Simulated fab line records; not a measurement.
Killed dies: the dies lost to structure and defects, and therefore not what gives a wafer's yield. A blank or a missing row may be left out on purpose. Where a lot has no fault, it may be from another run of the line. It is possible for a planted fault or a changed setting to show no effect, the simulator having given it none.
A sampling plan put to the test :: flow sky130 :: 43 faults told of in these records, all on one fab line, each judged by the records of the lots it struck
The plan is the line's own looks: the steps of the route at which a gauge or an inspection reads the wafer and doesn't change it. Where struck wafers have a number at a look and the file lists that look's usual mean and standard deviation on fault-free wafers, the look can be judged. Caught: at a look after the fault's first step, the mean of the struck wafers lies 4 or more of those standard deviations (sigma) from the usual mean. On the tool: the fault's steps, tested the same way using the tool's own readings. If the struck wafers alone have a blank record, or they carry another recipe, that too counts as caught.

== THE FAULTS, as the simulator had put them in ==
1. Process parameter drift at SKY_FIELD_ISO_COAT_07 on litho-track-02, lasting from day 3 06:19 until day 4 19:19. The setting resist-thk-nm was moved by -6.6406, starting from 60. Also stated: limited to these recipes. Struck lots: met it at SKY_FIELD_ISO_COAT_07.
2. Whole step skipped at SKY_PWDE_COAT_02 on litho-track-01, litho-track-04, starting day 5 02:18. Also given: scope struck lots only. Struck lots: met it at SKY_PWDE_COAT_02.
3. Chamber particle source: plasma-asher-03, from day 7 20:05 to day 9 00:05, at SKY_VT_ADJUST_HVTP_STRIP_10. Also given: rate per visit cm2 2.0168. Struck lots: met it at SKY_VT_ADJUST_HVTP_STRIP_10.
4. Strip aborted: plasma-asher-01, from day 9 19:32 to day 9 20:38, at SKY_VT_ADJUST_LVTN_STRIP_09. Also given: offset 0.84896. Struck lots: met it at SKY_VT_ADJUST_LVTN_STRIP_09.
5. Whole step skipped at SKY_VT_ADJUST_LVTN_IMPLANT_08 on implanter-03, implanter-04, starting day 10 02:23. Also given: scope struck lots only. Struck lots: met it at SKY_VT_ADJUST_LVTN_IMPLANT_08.
6. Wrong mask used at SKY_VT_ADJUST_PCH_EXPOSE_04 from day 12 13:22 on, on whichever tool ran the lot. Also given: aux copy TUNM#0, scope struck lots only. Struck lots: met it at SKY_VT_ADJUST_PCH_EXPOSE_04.
7. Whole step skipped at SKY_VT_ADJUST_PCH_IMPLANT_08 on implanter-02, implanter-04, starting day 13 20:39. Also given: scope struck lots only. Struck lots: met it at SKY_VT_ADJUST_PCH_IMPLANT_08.
8. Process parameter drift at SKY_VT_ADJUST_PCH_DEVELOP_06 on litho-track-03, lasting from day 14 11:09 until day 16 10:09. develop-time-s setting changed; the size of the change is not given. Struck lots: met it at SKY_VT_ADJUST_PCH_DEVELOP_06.
9. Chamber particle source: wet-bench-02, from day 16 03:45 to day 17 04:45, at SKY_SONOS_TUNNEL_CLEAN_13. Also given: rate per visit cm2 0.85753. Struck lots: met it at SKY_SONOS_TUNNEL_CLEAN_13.
10. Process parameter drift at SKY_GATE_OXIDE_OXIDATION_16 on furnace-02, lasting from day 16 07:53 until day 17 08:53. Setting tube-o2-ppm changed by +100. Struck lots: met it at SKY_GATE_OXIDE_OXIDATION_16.
11. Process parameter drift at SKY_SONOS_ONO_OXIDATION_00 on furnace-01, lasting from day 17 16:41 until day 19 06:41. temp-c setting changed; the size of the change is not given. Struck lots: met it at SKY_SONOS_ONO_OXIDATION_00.
12. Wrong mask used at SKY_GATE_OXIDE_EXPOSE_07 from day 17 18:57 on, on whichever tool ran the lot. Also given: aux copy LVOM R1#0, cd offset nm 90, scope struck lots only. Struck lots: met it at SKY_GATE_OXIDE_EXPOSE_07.
13. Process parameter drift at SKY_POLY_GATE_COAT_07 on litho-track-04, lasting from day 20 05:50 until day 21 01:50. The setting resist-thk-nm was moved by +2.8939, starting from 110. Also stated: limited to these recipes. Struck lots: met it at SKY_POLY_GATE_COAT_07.
14. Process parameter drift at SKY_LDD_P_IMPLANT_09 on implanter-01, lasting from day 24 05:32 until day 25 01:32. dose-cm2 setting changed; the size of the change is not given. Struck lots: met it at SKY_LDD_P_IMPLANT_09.
15. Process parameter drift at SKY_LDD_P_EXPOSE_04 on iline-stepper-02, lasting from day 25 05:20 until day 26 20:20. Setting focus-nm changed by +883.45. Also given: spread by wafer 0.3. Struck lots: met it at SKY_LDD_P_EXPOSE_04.
16. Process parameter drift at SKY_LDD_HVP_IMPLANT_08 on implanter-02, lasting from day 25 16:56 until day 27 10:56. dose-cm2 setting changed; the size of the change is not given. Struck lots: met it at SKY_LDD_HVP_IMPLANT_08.
17. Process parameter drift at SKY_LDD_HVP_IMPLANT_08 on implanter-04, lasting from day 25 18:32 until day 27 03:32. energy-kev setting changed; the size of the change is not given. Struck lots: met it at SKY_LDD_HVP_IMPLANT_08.
18. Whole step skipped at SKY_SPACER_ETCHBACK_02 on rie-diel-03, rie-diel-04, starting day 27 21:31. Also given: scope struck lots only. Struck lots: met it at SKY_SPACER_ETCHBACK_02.
19. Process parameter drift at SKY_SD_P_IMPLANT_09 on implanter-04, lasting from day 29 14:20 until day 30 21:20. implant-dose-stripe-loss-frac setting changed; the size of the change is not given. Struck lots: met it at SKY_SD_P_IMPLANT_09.
20. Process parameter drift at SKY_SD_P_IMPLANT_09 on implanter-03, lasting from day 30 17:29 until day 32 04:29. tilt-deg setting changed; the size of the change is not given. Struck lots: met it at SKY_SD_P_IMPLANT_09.
21. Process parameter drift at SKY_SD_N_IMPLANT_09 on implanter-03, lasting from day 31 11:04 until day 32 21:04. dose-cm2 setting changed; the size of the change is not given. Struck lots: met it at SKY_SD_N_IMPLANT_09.
22. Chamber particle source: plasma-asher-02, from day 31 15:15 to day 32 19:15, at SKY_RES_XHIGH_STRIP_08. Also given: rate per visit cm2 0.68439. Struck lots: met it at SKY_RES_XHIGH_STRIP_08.
23. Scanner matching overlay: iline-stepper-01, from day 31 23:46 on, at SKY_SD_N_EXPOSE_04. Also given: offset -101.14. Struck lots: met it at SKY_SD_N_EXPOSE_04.
24. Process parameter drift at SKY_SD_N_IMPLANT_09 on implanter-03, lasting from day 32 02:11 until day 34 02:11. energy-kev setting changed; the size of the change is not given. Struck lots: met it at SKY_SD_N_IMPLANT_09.
25. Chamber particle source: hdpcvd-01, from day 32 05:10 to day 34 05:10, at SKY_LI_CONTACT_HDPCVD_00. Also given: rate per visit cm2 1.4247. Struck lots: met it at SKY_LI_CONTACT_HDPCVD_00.
26. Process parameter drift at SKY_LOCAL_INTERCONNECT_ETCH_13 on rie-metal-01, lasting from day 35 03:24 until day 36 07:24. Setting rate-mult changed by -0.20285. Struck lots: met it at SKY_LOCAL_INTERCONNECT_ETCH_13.
27. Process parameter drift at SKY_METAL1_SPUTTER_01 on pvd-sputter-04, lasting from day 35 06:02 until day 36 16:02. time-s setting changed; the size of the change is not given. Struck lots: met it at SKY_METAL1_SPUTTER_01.
28. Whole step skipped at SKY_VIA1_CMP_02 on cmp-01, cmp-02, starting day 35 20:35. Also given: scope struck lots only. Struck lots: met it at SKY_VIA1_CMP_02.
29. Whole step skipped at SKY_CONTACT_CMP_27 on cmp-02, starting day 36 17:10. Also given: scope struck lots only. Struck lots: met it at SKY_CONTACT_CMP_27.
30. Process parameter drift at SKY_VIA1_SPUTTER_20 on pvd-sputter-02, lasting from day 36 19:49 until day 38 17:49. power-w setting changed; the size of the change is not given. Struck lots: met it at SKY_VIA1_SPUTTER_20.
31. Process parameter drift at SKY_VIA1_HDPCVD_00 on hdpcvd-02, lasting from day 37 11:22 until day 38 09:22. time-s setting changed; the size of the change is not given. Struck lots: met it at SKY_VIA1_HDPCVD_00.
32. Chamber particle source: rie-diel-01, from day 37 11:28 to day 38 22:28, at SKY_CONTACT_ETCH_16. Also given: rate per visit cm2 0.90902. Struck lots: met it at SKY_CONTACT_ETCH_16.
33. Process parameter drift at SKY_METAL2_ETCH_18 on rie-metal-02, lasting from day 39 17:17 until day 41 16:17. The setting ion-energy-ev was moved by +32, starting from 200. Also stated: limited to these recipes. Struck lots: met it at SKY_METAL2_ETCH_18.
34. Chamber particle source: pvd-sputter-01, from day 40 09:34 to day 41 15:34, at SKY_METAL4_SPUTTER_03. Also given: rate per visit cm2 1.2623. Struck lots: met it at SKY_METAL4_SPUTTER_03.
35. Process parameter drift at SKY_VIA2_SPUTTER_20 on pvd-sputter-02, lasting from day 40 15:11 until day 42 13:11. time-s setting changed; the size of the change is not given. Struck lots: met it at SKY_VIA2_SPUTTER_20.
36. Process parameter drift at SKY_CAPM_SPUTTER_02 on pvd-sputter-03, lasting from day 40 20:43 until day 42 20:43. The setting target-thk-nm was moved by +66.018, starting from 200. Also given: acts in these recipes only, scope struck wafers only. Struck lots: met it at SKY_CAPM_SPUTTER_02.
37. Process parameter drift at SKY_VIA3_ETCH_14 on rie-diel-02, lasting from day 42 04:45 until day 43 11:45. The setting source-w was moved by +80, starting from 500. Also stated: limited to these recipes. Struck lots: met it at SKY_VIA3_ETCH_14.
38. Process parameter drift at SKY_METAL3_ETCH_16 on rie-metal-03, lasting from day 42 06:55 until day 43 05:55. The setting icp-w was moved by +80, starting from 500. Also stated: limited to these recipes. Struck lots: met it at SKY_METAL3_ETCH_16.
39. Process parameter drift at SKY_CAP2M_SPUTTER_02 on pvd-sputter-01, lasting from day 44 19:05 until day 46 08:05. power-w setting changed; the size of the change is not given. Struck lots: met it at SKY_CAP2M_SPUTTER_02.
40. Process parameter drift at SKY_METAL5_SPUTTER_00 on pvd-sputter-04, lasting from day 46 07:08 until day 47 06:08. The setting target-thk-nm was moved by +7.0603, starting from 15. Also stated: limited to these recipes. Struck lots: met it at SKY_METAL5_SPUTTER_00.
41. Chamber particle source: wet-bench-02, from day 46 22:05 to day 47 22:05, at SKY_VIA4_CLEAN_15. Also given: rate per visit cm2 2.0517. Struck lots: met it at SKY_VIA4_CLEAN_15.
42. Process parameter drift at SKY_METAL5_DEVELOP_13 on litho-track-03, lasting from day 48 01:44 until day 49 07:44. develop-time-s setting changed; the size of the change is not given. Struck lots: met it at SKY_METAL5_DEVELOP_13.
43. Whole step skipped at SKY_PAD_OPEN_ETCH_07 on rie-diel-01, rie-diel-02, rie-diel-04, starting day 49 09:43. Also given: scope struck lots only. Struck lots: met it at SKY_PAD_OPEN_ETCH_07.

== WHAT THE PLAN SAW ==
fault: 1
on the tool itself: under 2 sigma
first look that catches it: not the one look that can be judged after it
reading, sigma: -
median hours from its first step to that look: -
hours from the fault's start to the first struck lot there: -
judged looks passed uncaught: 1

fault: 2
on the tool itself: the tool's record is blank for the struck wafers
first look that catches it: SKY_NWELL_TW_MEAS_26
reading, sigma: NWELL_2_TW +15
median hours from its first step to that look: 49.1
hours from the fault's start to the first struck lot there: 51
judged looks passed uncaught: 0

fault: 3
on the tool itself: under 2 sigma
first look that catches it: not the one look that can be judged after it
reading, sigma: -
median hours from its first step to that look: -
hours from the fault's start to the first struck lot there: -
judged looks passed uncaught: 1

fault: 4
on the tool itself: oes-product-au +44 sigma
first look that catches it: SKY_VT_ADJUST_LVTN_TW_MEAS_21
reading, sigma: VT_ADJUST_LVTN_2_TW -99 or beyond
median hours from its first step to that look: 23.1
hours from the fault's start to the first struck lot there: 24
judged looks passed uncaught: 0

fault: 5
on the tool itself: the tool's record is blank for the struck wafers
first look that catches it: SKY_VT_ADJUST_LVTN_TW_MEAS_10
reading, sigma: VT_ADJUST_LVTN_TW -99 or beyond
median hours from its first step to that look: 0.2
hours from the fault's start to the first struck lot there: 6
judged looks passed uncaught: 0

fault: 6
on the tool itself: under 2 sigma
first look that catches it: SKY_VT_ADJUST_PCH_TW_MEAS_10
reading, sigma: VT_ADJUST_PCH_TW -93
median hours from its first step to that look: 12.7
hours from the fault's start to the first struck lot there: 16
judged looks passed uncaught: 0

fault: 7
on the tool itself: the tool's record is blank for the struck wafers
first look that catches it: SKY_VT_ADJUST_PCH_TW_MEAS_10
reading, sigma: VT_ADJUST_PCH_TW -93
median hours from its first step to that look: 0.2
hours from the fault's start to the first struck lot there: 1
judged looks passed uncaught: 0

fault: 8
on the tool itself: no reading that can be judged
first look that catches it: SKY_VT_ADJUST_PCH_TW_MEAS_10
reading, sigma: VT_ADJUST_PCH_TW -93
median hours from its first step to that look: 1.0
hours from the fault's start to the first struck lot there: 16
judged looks passed uncaught: 0

fault: 9
on the tool itself: no reading that can be judged
first look that catches it: no look after it can be judged
reading, sigma: -
median hours from its first step to that look: -
hours from the fault's start to the first struck lot there: -
judged looks passed uncaught: 0

fault: 10
on the tool itself: no reading that can be judged
first look that catches it: none of the 5 looks that can be judged after it
reading, sigma: -
median hours from its first step to that look: -
hours from the fault's start to the first struck lot there: -
judged looks passed uncaught: 5

fault: 11
on the tool itself: tube-center-temp-C +99 or beyond sigma
first look that catches it: SKY_SONOS_ONO_THK_MEAS_01
reading, sigma: SONOS_ONO_OXIDATION_THK +9.3
median hours from its first step to that look: 1.4
hours from the fault's start to the first struck lot there: 17
judged looks passed uncaught: 0

fault: 12
on the tool itself: under 2 sigma
first look that catches it: no look after it can be judged
reading, sigma: -
median hours from its first step to that look: -
hours from the fault's start to the first struck lot there: -
judged looks passed uncaught: 0

fault: 13
on the tool itself: under 2 sigma
first look that catches it: none of the 2 looks that can be judged after it
reading, sigma: -
median hours from its first step to that look: -
hours from the fault's start to the first struck lot there: -
judged looks passed uncaught: 2

fault: 14
on the tool itself: dose-ions-cm2 -99 or beyond sigma
first look that catches it: SKY_LDD_P_TW_MEAS_11
reading, sigma: LDD_P_TW -16
median hours from its first step to that look: 0.2
hours from the fault's start to the first struck lot there: 10
judged looks passed uncaught: 0

fault: 15
on the tool itself: exposure-dose-mJ-cm2 +13 sigma
first look that catches it: SKY_LDD_P_CD_MEAS_07
reading, sigma: cd-nm -8.9
median hours from its first step to that look: 14.3
hours from the fault's start to the first struck lot there: 33
judged looks passed uncaught: 0

fault: 16
on the tool itself: dose-ions-cm2 -99 or beyond sigma
first look that catches it: SKY_LDD_HVP_TW_MEAS_10
reading, sigma: LDD_HVP_TW -22
median hours from its first step to that look: 0.2
hours from the fault's start to the first struck lot there: 1
judged looks passed uncaught: 0

fault: 17
on the tool itself: beam-energy-keV +99 or beyond sigma
first look that catches it: SKY_LDD_HVP_TW_MEAS_10
reading, sigma: LDD_HVP_TW +4.8
median hours from its first step to that look: 0.2
hours from the fault's start to the first struck lot there: 13
judged looks passed uncaught: 0

fault: 18
on the tool itself: the tool's record is blank for the struck wafers
first look that catches it: no look after it can be judged
reading, sigma: -
median hours from its first step to that look: -
hours from the fault's start to the first struck lot there: -
judged looks passed uncaught: 0

fault: 19
on the tool itself: under 2 sigma
first look that catches it: none of the 6 looks that can be judged after it
reading, sigma: -
median hours from its first step to that look: -
hours from the fault's start to the first struck lot there: -
judged looks passed uncaught: 6

fault: 20
on the tool itself: tilt-deg +99 or beyond sigma
first look that catches it: SKY_SD_P_TW_MEAS_11
reading, sigma: SD_P_TW +4.7
median hours from its first step to that look: 0.2
hours from the fault's start to the first struck lot there: 0
judged looks passed uncaught: 0

fault: 21
on the tool itself: dose-ions-cm2 -99 or beyond sigma
first look that catches it: SKY_SD_N_RS_MEAS_16
reading, sigma: SD_N_RS +75
median hours from its first step to that look: 0.7
hours from the fault's start to the first struck lot there: 4
judged looks passed uncaught: 1

fault: 22
on the tool itself: under 2 sigma
first look that catches it: not the one look that can be judged after it
reading, sigma: -
median hours from its first step to that look: -
hours from the fault's start to the first struck lot there: -
judged looks passed uncaught: 1

fault: 23
on the tool itself: under 2 sigma
first look that catches it: SKY_SD_N_OVL_MEAS_08
reading, sigma: SD_N_OVL -84
median hours from its first step to that look: 12.7
hours from the fault's start to the first struck lot there: 14
judged looks passed uncaught: 0

fault: 24
on the tool itself: beam-energy-keV -99 or beyond sigma
first look that catches it: SKY_SD_N_TW_MEAS_12
reading, sigma: SD_N_TW -5.6
median hours from its first step to that look: 0.4
hours from the fault's start to the first struck lot there: 12
judged looks passed uncaught: 0

fault: 25
on the tool itself: no reading that can be judged
first look that catches it: no look after it can be judged
reading, sigma: -
median hours from its first step to that look: -
hours from the fault's start to the first struck lot there: -
judged looks passed uncaught: 0

fault: 26
on the tool itself: under 2 sigma
first look that catches it: no look after it can be judged
reading, sigma: -
median hours from its first step to that look: -
hours from the fault's start to the first struck lot there: -
judged looks passed uncaught: 0

fault: 27
on the tool itself: under 2 sigma
first look that catches it: no look after it can be judged
reading, sigma: -
median hours from its first step to that look: -
hours from the fault's start to the first struck lot there: -
judged looks passed uncaught: 0

fault: 28
on the tool itself: the tool's record is blank for the struck wafers
first look that catches it: not the one look that can be judged after it
reading, sigma: strongest: VIA1_BOW at SKY_VIA1_BOW_MEAS_03, +3.8
median hours from its first step to that look: -
hours from the fault's start to the first struck lot there: -
judged looks passed uncaught: 1

fault: 29
on the tool itself: the tool's record is blank for the struck wafers
first look that catches it: no look after it can be judged
reading, sigma: -
median hours from its first step to that look: -
hours from the fault's start to the first struck lot there: -
judged looks passed uncaught: 0

fault: 30
on the tool itself: cathode-dc-power-W -99 or beyond sigma
first look that catches it: no look after it can be judged
reading, sigma: -
median hours from its first step to that look: -
hours from the fault's start to the first struck lot there: -
judged looks passed uncaught: 0

fault: 31
on the tool itself: run-length-s +70 sigma
first look that catches it: SKY_VIA1_THK_MEAS_01
reading, sigma: VIA1_HDPCVD_THK +12
median hours from its first step to that look: 0.1
hours from the fault's start to the first struck lot there: 4
judged looks passed uncaught: 0

fault: 32
on the tool itself: under 2 sigma
first look that catches it: no look after it can be judged
reading, sigma: -
median hours from its first step to that look: -
hours from the fault's start to the first struck lot there: -
judged looks passed uncaught: 0

fault: 33
on the tool itself: under 2 sigma
first look that catches it: no look after it can be judged
reading, sigma: -
median hours from its first step to that look: -
hours from the fault's start to the first struck lot there: -
judged looks passed uncaught: 0

fault: 34
on the tool itself: under 2 sigma
first look that catches it: not the one look that can be judged after it
reading, sigma: -
median hours from its first step to that look: -
hours from the fault's start to the first struck lot there: -
judged looks passed uncaught: 1

fault: 35
on the tool itself: under 2 sigma
first look that catches it: no look after it can be judged
reading, sigma: -
median hours from its first step to that look: -
hours from the fault's start to the first struck lot there: -
judged looks passed uncaught: 0

fault: 36
on the tool itself: under 2 sigma
first look that catches it: SKY_CAPM_RS_MEAS_03
reading, sigma: CAPM_TIN_RS -23
median hours from its first step to that look: 0.1
hours from the fault's start to the first struck lot there: 5
judged looks passed uncaught: 0

fault: 37
on the tool itself: rf-fwd-power-W +42 sigma
first look that catches it: no look after it can be judged
reading, sigma: -
median hours from its first step to that look: -
hours from the fault's start to the first struck lot there: -
judged looks passed uncaught: 0

fault: 38
on the tool itself: rf-fwd-power-W +47 sigma
first look that catches it: no look after it can be judged
reading, sigma: -
median hours from its first step to that look: -
hours from the fault's start to the first struck lot there: -
judged looks passed uncaught: 0

fault: 39
on the tool itself: cathode-dc-power-W -99 or beyond sigma
first look that catches it: SKY_CAP2M_RS_MEAS_03
reading, sigma: CAP2M_TIN_RS +78
median hours from its first step to that look: 0.1
hours from the fault's start to the first struck lot there: 2
judged looks passed uncaught: 0

fault: 40
on the tool itself: under 2 sigma
first look that catches it: no look after it can be judged
reading, sigma: -
median hours from its first step to that look: -
hours from the fault's start to the first struck lot there: -
judged looks passed uncaught: 0

fault: 41
on the tool itself: under 2 sigma
first look that catches it: none of the 2 looks that can be judged after it
reading, sigma: -
median hours from its first step to that look: -
hours from the fault's start to the first struck lot there: -
judged looks passed uncaught: 2

fault: 42
on the tool itself: no reading that can be judged
first look that catches it: no look after it can be judged
reading, sigma: -
median hours from its first step to that look: -
hours from the fault's start to the first struck lot there: -
judged looks passed uncaught: 0

fault: 43
on the tool itself: the tool's record is blank for the struck wafers
first look that catches it: no look after it can be judged
reading, sigma: -
median hours from its first step to that look: -
hours from the fault's start to the first struck lot there: -
judged looks passed uncaught: 0
A dash: this means the fault isn't caught or the number doesn't appear in these records.

Caught at a look: 18 of 43. Caught on the tool: 21 of 43. By one or the other: 25 of 43.
Faults 18, 28, 29, 30, 37, 38, 43 were caught on the tool alone.
Caught at a look alone: faults 6, 8, 23, 36.
Caught by neither: faults 1, 3, 9, 10, 12, 13, 19, 22, 25, 26, 27, 32, 33, 34, 35, 40, 41, 42.

== THINNER SAMPLING ==
If the look that catches a fault measured only every second or every third lot, by lot number, the first struck lot would be measured this late in the worst case:
fault: 2
struck lots at that look, in order of time: L305, L306, L307
every lot: 51 h
every second lot: 57 h
every third lot: 68 h

fault: 4
struck lots at that look, in order of time: L169
every lot: 24 h
every second lot: may miss it
every third lot: may miss it

fault: 5
struck lots at that look, in order of time: L523, L524
every lot: 6 h
every second lot: 11 h
every third lot: may miss all 2

fault: 6
struck lots at that look, in order of time: L297
every lot: 16 h
every second lot: may miss it
every third lot: may miss it

fault: 7
struck lots at that look, in order of time: L685, L686
every lot: 1 h
every second lot: 15 h
every third lot: may miss all 2

fault: 8
struck lots at that look, in order of time: L798, L800
every lot: 16 h
every second lot: may miss all 2
every third lot: may miss all 2

fault: 11
struck lots at that look, in order of time: L456, L457
every lot: 17 h
every second lot: 25 h
every third lot: may miss all 2

fault: 14
struck lots at that look, in order of time: L356, L357
every lot: 10 h
every second lot: 11 h
every third lot: may miss all 2

fault: 15
struck lots at that look, in order of time: L311
every lot: 33 h
every second lot: may miss it
every third lot: may miss it

fault: 16
struck lots at that look, in order of time: L988, L989
every lot: 1 h
every second lot: 7 h
every third lot: may miss all 2

fault: 17
struck lots at that look, in order of time: L313, L314
every lot: 13 h
every second lot: 16 h
every third lot: may miss all 2

fault: 20
struck lots at that look, in order of time: L860, L861, L863
every lot: 0 h
every second lot: 0 h
every third lot: may miss all 3

fault: 21
struck lots at that look, in order of time: L118, L120
every lot: 4 h
every second lot: may miss all 2
every third lot: may miss all 2

fault: 23
struck lots at that look, in order of time: L578, L579, L580, L581
every lot: 14 h
every second lot: 23 h
every third lot: 24 h

fault: 24
struck lots at that look, in order of time: L375, L378
every lot: 12 h
every second lot: 21 h
every third lot: may miss all 2

fault: 31
struck lots at that look, in order of time: L380, L381
every lot: 4 h
every second lot: 6 h
every third lot: may miss all 2

fault: 36
struck lots at that look, in order of time: L907, L908, L910
every lot: 5 h
every second lot: 10 h
every third lot: may miss all 3

fault: 39
struck lots at that look, in order of time: L712, L714
every lot: 2 h
every second lot: may miss all 2
every third lot: may miss all 2
Hours: fault start to first struck lot measured. The limit of 4 sigma was tested on all struck wafers together, so one lot alone may lie under it. Other struck lots may not be in these records.

== THE LONGEST TIMED WAY FROM STEP TO LOOK ==
Fault 2: a median of 49.1 hours passes between SKY_PWDE_COAT_02 and SKY_NWELL_TW_MEAS_26. No look between them can be judged.
